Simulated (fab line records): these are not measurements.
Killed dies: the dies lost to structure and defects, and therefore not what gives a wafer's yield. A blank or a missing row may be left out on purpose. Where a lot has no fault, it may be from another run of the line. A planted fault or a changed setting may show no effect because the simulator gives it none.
Matching of chambers :: flow sky130 :: 4 sister chambers for SKY_CONTACT_CMP_04 on cmp-01
The step polishes SiO2. 24 wafers are shown with their chamber, then 12 later ones without.

== WAFERS PAIRED WITH THEIR CHAMBERS ==
wafer: L074.1
chamber: 1
motor-current-A (A): 12.9
time-to-endpoint-s (s): 74

wafer: L074.2
chamber: 2
motor-current-A (A): 10.8
time-to-endpoint-s (s): 79

wafer: L074.5
chamber: 3
motor-current-A (A): 9.9
time-to-endpoint-s (s): 91

wafer: L075.1
chamber: 3
motor-current-A (A): 9.8
time-to-endpoint-s (s): 91

wafer: L075.3
chamber: 1
motor-current-A (A): 12.3
time-to-endpoint-s (s): 78

wafer: L075.6
chamber: 1
motor-current-A (A): 13.3
time-to-endpoint-s (s): 79

wafer: L076.1
chamber: 2
motor-current-A (A): 12.0
time-to-endpoint-s (s): 86

wafer: L076.3
chamber: 0
motor-current-A (A): 15.1
time-to-endpoint-s (s): 78

wafer: L076.4
chamber: 1
motor-current-A (A): 12.8
time-to-endpoint-s (s): 71

wafer: L079.1
chamber: 3
motor-current-A (A): 9.9
time-to-endpoint-s (s): 87

wafer: L079.2
chamber: 0
motor-current-A (A): 15.2
time-to-endpoint-s (s): 83

wafer: L079.4
chamber: 2
motor-current-A (A): 11.7
time-to-endpoint-s (s): 81

wafer: L080.3
chamber: 2
motor-current-A (A): 11.4
time-to-endpoint-s (s): 87

wafer: L080.4
chamber: 3
motor-current-A (A): 10.2
time-to-endpoint-s (s): 92

wafer: L080.5
chamber: 2
motor-current-A (A): 11.2
time-to-endpoint-s (s): 86

wafer: L082.2
chamber: 1
motor-current-A (A): 12.7
time-to-endpoint-s (s): 76

wafer: L082.5
chamber: 0
motor-current-A (A): 14.7
time-to-endpoint-s (s): 84

wafer: L082.6
chamber: 1
motor-current-A (A): 12.5
time-to-endpoint-s (s): 74

wafer: L083.3
chamber: 3
motor-current-A (A): 10.5
time-to-endpoint-s (s): 86

wafer: L083.4
chamber: 1
motor-current-A (A): 12.8
time-to-endpoint-s (s): 71

wafer: L083.6
chamber: 3
motor-current-A (A): 9.7
time-to-endpoint-s (s): 87

wafer: L084.1
chamber: 2
motor-current-A (A): 11.6
time-to-endpoint-s (s): 81

wafer: L084.3
chamber: 0
motor-current-A (A): 14.4
time-to-endpoint-s (s): 88

wafer: L084.5
chamber: 2
motor-current-A (A): 10.8
time-to-endpoint-s (s): 80

SIGNATURES (averages over the wafers above)
reading: motor-current-A
chamber 0: 14.850
chamber 1: 12.757
chamber 2: 11.357
chamber 3: 10.000
scatter within a chamber: 0.366

reading: time-to-endpoint-s
chamber 0: 83.25
chamber 1: 74.71
chamber 2: 82.86
chamber 3: 89.00
scatter within a chamber: 3.25
Rule: a wafer lies at a distance from a chamber equal to the root of the sum of squares, over the readings, of (its reading less the chamber's mean, divided by the reading's scatter). If the next closest chamber is less than 2 further off than the closest, the wafer can't be placed; otherwise it belongs to the closest. How the scatter is found: for the shown wafers, subtract from each reading the mean of its chamber, square and add these, divide the total by (wafers less chambers), then take the root.

== WAFERS WITHOUT THEIR CHAMBER ==
wafer: L089.1
motor-current-A (A): 11.6
time-to-endpoint-s (s): 79

wafer: L089.3
motor-current-A (A): 15.6
time-to-endpoint-s (s): 80

wafer: L089.6
motor-current-A (A): 15.1
time-to-endpoint-s (s): 80

wafer: L092.1
motor-current-A (A): 9.8
time-to-endpoint-s (s): 90

wafer: L092.4
motor-current-A (A): 15.3
time-to-endpoint-s (s): 82

wafer: L092.6
motor-current-A (A): 12.9
time-to-endpoint-s (s): 74

wafer: L093.1
motor-current-A (A): 10.5
time-to-endpoint-s (s): 92

wafer: L093.3
motor-current-A (A): 11.7
time-to-endpoint-s (s): 83

wafer: L093.6
motor-current-A (A): 10.4
time-to-endpoint-s (s): 88

wafer: L094.2
motor-current-A (A): 10.0
time-to-endpoint-s (s): 95

wafer: L094.3
motor-current-A (A): 15.0
time-to-endpoint-s (s): 93

wafer: L094.5
motor-current-A (A): 13.3
time-to-endpoint-s (s): 80

== EACH ONE'S CHAMBER ==
wafer: L089.1
from the rows above: 2
in truth: 2

wafer: L089.3
from the rows above: 0
in truth: 0

wafer: L089.6
from the rows above: 0
in truth: 0

wafer: L092.1
from the rows above: 3
in truth: 3

wafer: L092.4
from the rows above: 0
in truth: 0

wafer: L092.6
from the rows above: 1
in truth: 1

wafer: L093.1
from the rows above: 3
in truth: 3

wafer: L093.3
from the rows above: 2
in truth: 2

wafer: L093.6
from the rows above: can't be placed: 3 or 2
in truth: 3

wafer: L094.2
from the rows above: 3
in truth: 3

wafer: L094.3
from the rows above: 0
in truth: 0

wafer: L094.5
from the rows above: 1
in truth: 1
Correct placement for 11 of the 12. These rows do not allow placing 1 (true chamber among the candidates in 1). 0 placed wrongly.
